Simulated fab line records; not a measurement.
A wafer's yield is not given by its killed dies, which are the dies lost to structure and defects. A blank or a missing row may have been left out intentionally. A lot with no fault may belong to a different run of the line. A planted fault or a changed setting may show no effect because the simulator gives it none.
Matching of chambers || flow sky130 || cmp-02 running SKY_VIA1_CMP_24: 4 sister chambers
The step polishes, stops on SiO2, t overpolish 15 s, target thk 0 nm. 4 wafers are shown with their chamber, then 12 later ones without.

## WAFERS, EACH WITH ITS CHAMBER
{"wafer": "L090.5", "chamber": 0, "motor current A (A)": 9.7}
{"wafer": "L093.1", "chamber": 2, "motor current A (A)": 13.0}
{"wafer": "L093.4", "chamber": 1, "motor current A (A)": 13.5}
{"wafer": "L093.6", "chamber": 3, "motor current A (A)": 11.3}

## WAFERS MISSING THEIR CHAMBER
{"wafer": "L092.1", "motor current A (A)": 9.3}
{"wafer": "L092.4", "motor current A (A)": 13.0}
{"wafer": "L092.5", "motor current A (A)": 13.0}
{"wafer": "L094.1", "motor current A (A)": 9.7}
{"wafer": "L094.3", "motor current A (A)": 11.6}
{"wafer": "L094.4", "motor current A (A)": 10.6}
{"wafer": "L095.1", "motor current A (A)": 12.3}
{"wafer": "L095.3", "motor current A (A)": 11.2}
{"wafer": "L095.6", "motor current A (A)": 9.4}
{"wafer": "L097.3", "motor current A (A)": 13.3}
{"wafer": "L097.4", "motor current A (A)": 9.4}
{"wafer": "L097.6", "motor current A (A)": 13.1}

## EACH ONE'S CHAMBER
{"wafer": "L092.1", "from the rows above": 0, "in truth": 0}
{"wafer": "L092.4", "from the rows above": "can't be placed: 2 or 1", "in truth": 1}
{"wafer": "L092.5", "from the rows above": "can't be placed: 2 or 1", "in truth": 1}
{"wafer": "L094.1", "from the rows above": 0, "in truth": 0}
{"wafer": "L094.3", "from the rows above": 3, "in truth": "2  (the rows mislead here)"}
{"wafer": "L094.4", "from the rows above": "can't be placed: 3 or 0", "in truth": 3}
{"wafer": "L095.1", "from the rows above": "can't be placed: 2 or 3 or 1", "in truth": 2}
{"wafer": "L095.3", "from the rows above": 3, "in truth": 3}
{"wafer": "L095.6", "from the rows above": 0, "in truth": 0}
{"wafer": "L097.3", "from the rows above": "can't be placed: 1 or 2", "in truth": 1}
{"wafer": "L097.4", "from the rows above": 0, "in truth": 0}
{"wafer": "L097.6", "from the rows above": "can't be placed: 2 or 1", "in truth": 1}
Correctly placed: 5 of 12. Unplaceable from these rows: 6, with the true chamber sitting among the candidates in 6. Placed wrongly: 1.
How it was worked out, from the rows above alone: a wafer's distance from a chamber is the root of the sum, over the readings, of the square of ((its reading less the chamber's mean) divided by the reading's scatter). If the next closest chamber is less than 2 further off than the closest, the wafer can't be placed; otherwise it belongs to the closest. A chamber's mean is the mean of its shown wafers. The scatter: with one shown wafer a chamber, the root of the mean of the squares of how far each hidden wafer lies from its nearest shown one.
